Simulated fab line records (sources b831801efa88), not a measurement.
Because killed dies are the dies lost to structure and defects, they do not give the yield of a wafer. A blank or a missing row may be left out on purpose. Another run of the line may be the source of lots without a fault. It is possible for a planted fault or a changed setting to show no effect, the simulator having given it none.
Which tool did it?    flow gf180mcu    12 lots with 36 wafers sampled at 6 steps, on a route of 602 steps

WHAT THE GAUGES READ, wafer by wafer
GF_POLY_GATE_CD_MEAS_18. Usual: 280.4 nm for cd-nm, sd 1.6.
lot   measured      on         cd-nm (nm)         flag
L631  day 9 07:03   cd-sem-01  281.5 280.6 280.1  
L635  day 10 10:53  cd-sem-01  279.8 282.5 281.7  
L636  day 10 14:27  cd-sem-02  280.3 280.0 283.2  
L637  day 11 01:14  cd-sem-01  282.6 281.9 281.0  
L638  day 11 07:24  cd-sem-02  278.7 280.6 279.8  
L640  day 11 19:44  cd-sem-02  280.4 281.4 281.7  
L643  day 12 22:29  cd-sem-02  277.3 279.1 278.6  
L650  day 15 02:38  cd-sem-01  281.2 277.5 279.9  
L651  day 15 06:53  cd-sem-01  281.5 278.6 279.4  
L652  day 15 13:05  cd-sem-02  279.0 280.9 281.0  
L653  day 15 23:17  cd-sem-02  280.0 281.4 281.2  
L654  day 16 04:40  cd-sem-01  279.9 280.5 279.2  

GF_HV_LDD_CD_MEAS_31: the cd target is 400 nm. Usual: 401.2 nm for cd-nm, sd 2.1.
lot   measured      on         cd-nm (nm)         flag
L631  day 11 12:33  cd-sem-02  397.9 398.2 399.6  
L635  day 12 19:43  cd-sem-01  400.8 402.2 400.4  
L636  day 12 23:30  cd-sem-02  399.0 400.7 402.5  
L637  day 13 12:12  cd-sem-01  400.7 403.4 403.0  
L638  day 13 19:39  cd-sem-01  401.5 401.7 400.6  
L640  day 14 08:21  cd-sem-01  401.2 401.7 402.8  
L643  day 15 12:48  cd-sem-01  397.4 399.0 398.1  
L650  day 17 22:36  cd-sem-02  401.8 404.2 403.9  
L651  day 18 03:27  cd-sem-01  401.7 403.9 400.6  
L652  day 18 09:10  cd-sem-02  402.8 400.8 401.7  
L653  day 18 21:09  cd-sem-01  403.7 404.6 404.7  
L654  day 19 04:14  cd-sem-01  401.4 400.9 399.8  

GF_HV_LDD_OVL_MEAS_32. Usual: HV_LDD_02_OVL typically reads -0.1 nm, with standard deviation 1.2.
lot   measured      on          HV_LDD_02_OVL (nm)  flag
L631  day 11 12:39  overlay-02  -0.3 0.6 -0.6       
L635  day 12 19:49  overlay-01  0.6 -0.3 0.4        
L636  day 12 23:37  overlay-02  -1.0 -1.9 0.2       
L637  day 13 12:19  overlay-02  0.3 0.6 0.5         
L638  day 13 19:45  overlay-01  1.4 0.4 -0.7        
L640  day 14 08:28  overlay-02  -0.9 0.3 -0.4       
L643  day 15 12:57  overlay-01  0.0 0.8 1.2         
L650  day 17 22:43  overlay-02  -1.6 -0.8 -0.3      
L651  day 18 03:34  overlay-01  0.5 1.4 -1.0        
L652  day 18 09:17  overlay-02  0.9 1.6 3.0         
L653  day 18 21:16  overlay-01  1.5 3.8 0.9         
L654  day 19 04:19  overlay-02  -0.2 -0.7 -0.2      

GF_PSD_RS_MEAS_14: measures by four-point-probe. Usual: NSD_RS typically reads 46.15 ohm/sq, with standard deviation 0.097.
lot   measured      on             NSD_RS (ohm/sq)    flag
L631  day 14 04:17  film-metro-01  46.19 46.26 46.32  
L635  day 15 15:17  film-metro-01  46.14 46.09 46.08  
L636  day 15 19:31  film-metro-02  46.17 46.19 46.08  
L637  day 16 09:58  film-metro-04  46.29 46.34 46.34  
L638  day 16 17:23  film-metro-01  46.04 46.12 46.17  
L640  day 17 06:31  film-metro-02  44.70 44.58 44.60  OFF
L643  day 18 13:39  film-metro-04  44.87 44.85 44.85  OFF
L650  day 21 03:29  film-metro-02  46.16 46.04 46.14  
L651  day 21 07:05  film-metro-04  46.20 46.22 46.23  
L652  day 21 11:55  film-metro-02  46.08 46.13 46.13  
L653  day 22 01:13  film-metro-04  46.12 46.18 46.07  
L654  day 22 08:13  film-metro-02  46.12 46.12 46.00  

EACH LOT AND THE TOOL THAT RAN IT (in order: tool; ch and the chambers of the sampled wafers; start)
lot   GF_NSD_IMPLANT_09                GF_NSD_STRIP_11
L631  implanter-03 ch 0, day 13 07:11  plasma-asher-02 ch 0,1, day 13 07:28
L635  implanter-02 ch 0, day 14 16:16  plasma-asher-02 ch 0,1, day 14 16:32
L636  implanter-01 ch 0, day 14 21:04  plasma-asher-02 ch 0,1, day 14 21:22
L637  implanter-01 ch 0, day 15 11:01  plasma-asher-02 ch 0,1, day 15 11:19
L638  implanter-02 ch 0, day 15 17:44  plasma-asher-04 ch 0,1, day 15 18:01
L640  implanter-02 ch 0, day 16 07:34  plasma-asher-03 ch 0,1, day 16 07:52
L643  implanter-02 ch 0, day 17 12:49  plasma-asher-03 ch 0,1, day 17 13:07
L650  implanter-02 ch 0, day 20 02:42  plasma-asher-02 ch 0,1, day 20 03:00
L651  implanter-01 ch 0, day 20 08:07  plasma-asher-03 ch 0,1, day 20 08:25
L652  implanter-02 ch 0, day 20 12:49  plasma-asher-04 ch 0,1, day 20 13:07
L653  implanter-01 ch 0, day 21 00:35  plasma-asher-03 ch 0,1, day 21 00:53
L654  implanter-01 ch 0, day 21 07:22  plasma-asher-02 ch 0,1, day 21 07:38
- GF_NSD_IMPLANT_09
- GF_NSD_STRIP_11: strips in O2/N2.

WHAT THE TOOLS THEMSELVES READ (means of the sampled wafers that have a number; where no wafer has one, the mark that the record gives instead)
GF_NSD_IMPLANT_09. Usual: beam-energy-keV 59.999, standard deviation 0.019; end-station-pressure-torr 1.32e-05 Torr, standard deviation 8.6e-07.
lot   tool          beam-energy-keV  end-station-pressure-torr (Torr)  flag
L631  implanter-03  59.993           1.24e-05                          
L635  implanter-02  59.989           1.39e-05                          
L636  implanter-01  60.014           1.24e-05                          
L637  implanter-01  60.025           1.28e-05                          
L638  implanter-02  60.007           1.41e-05                          
L640  implanter-02  64.630           1.39e-05                          OFF
L643  implanter-02  64.660           1.38e-05                          OFF
L650  implanter-02  59.990           1.40e-05                          
L651  implanter-01  60.006           1.19e-05                          
L652  implanter-02  59.998           1.35e-05                          
L653  implanter-01  59.967           1.21e-05                          
L654  implanter-01  60.010           1.23e-05                          

GF_NSD_STRIP_11. Usual: drypump-motor-current-A 5.7 A, standard deviation 0.38; heater-power-w 336 W, standard deviation 24; n2-flow-sccm 300.0 sccm, standard deviation 0.94; oes-product-au 0.487 a.u., standard deviation 0.0045; strip-time-to-endpoint-s 22.96 s, standard deviation 0.033.
lot   tool             drypump-motor-current-A (A)  heater-power-w (W)  n2-flow-sccm (sccm)  oes-product-au (a.u.)  strip-time-to-endpoint-s (s)  flag
L631  plasma-asher-02  5.9                          316                 299.6                0.488                  22.93                         
L635  plasma-asher-02  5.9                          311                 300.8                0.489                  22.95                         
L636  plasma-asher-02  5.9                          317                 300.3                0.485                  23.02                         
L637  plasma-asher-02  5.7                          322                 300.5                0.487                  22.93                         
L638  plasma-asher-04  5.5                          340                 299.5                0.484                  22.96                         
L640  plasma-asher-03  5.5                          366                 299.9                0.481                  23.60                         OFF
L643  plasma-asher-03  5.7                          356                 299.7                0.477                  23.60                         OFF
L650  plasma-asher-02  5.7                          322                 299.7                0.487                  23.00                         
L651  plasma-asher-03  5.7                          360                 299.0                0.492                  22.96                         
L652  plasma-asher-04  5.5                          336                 300.0                0.489                  22.97                         
L653  plasma-asher-03  5.5                          367                 300.6                0.489                  22.94                         
L654  plasma-asher-02  5.9                          315                 299.5                0.484                  22.95                         

THE ANSWER, worked out from the rows above alone
Rule: a lot is off if the mean of its wafers that have a number lies more than 3 standard deviations from the usual mean. A lot without any number at a reading at which 4 lots or more have one is off too. Where the step has rows for the other lots, those lots are counted as sound. First the gauges in route order, then the tools' own readings, where a lot's mean is used as printed above. At the first step where some lot is off, the reading lying furthest off is the one used; lots without a number count as furthest.
Off: L640, L643, at GF_PSD_RS_MEAS_14 (NSD_RS).
If a tool, at a process step before that reading, ran all the lots that are off and no sound lot after the first of them, it fits. Not tried: the gauges at GF_PSD_RS_MEAS_14; whatever is off there is also off at GF_NSD_IMPLANT_09, on other tools, and gauge error can't account for it. None of those tried fits.

WHAT THE SIMULATOR HAD PUT IN
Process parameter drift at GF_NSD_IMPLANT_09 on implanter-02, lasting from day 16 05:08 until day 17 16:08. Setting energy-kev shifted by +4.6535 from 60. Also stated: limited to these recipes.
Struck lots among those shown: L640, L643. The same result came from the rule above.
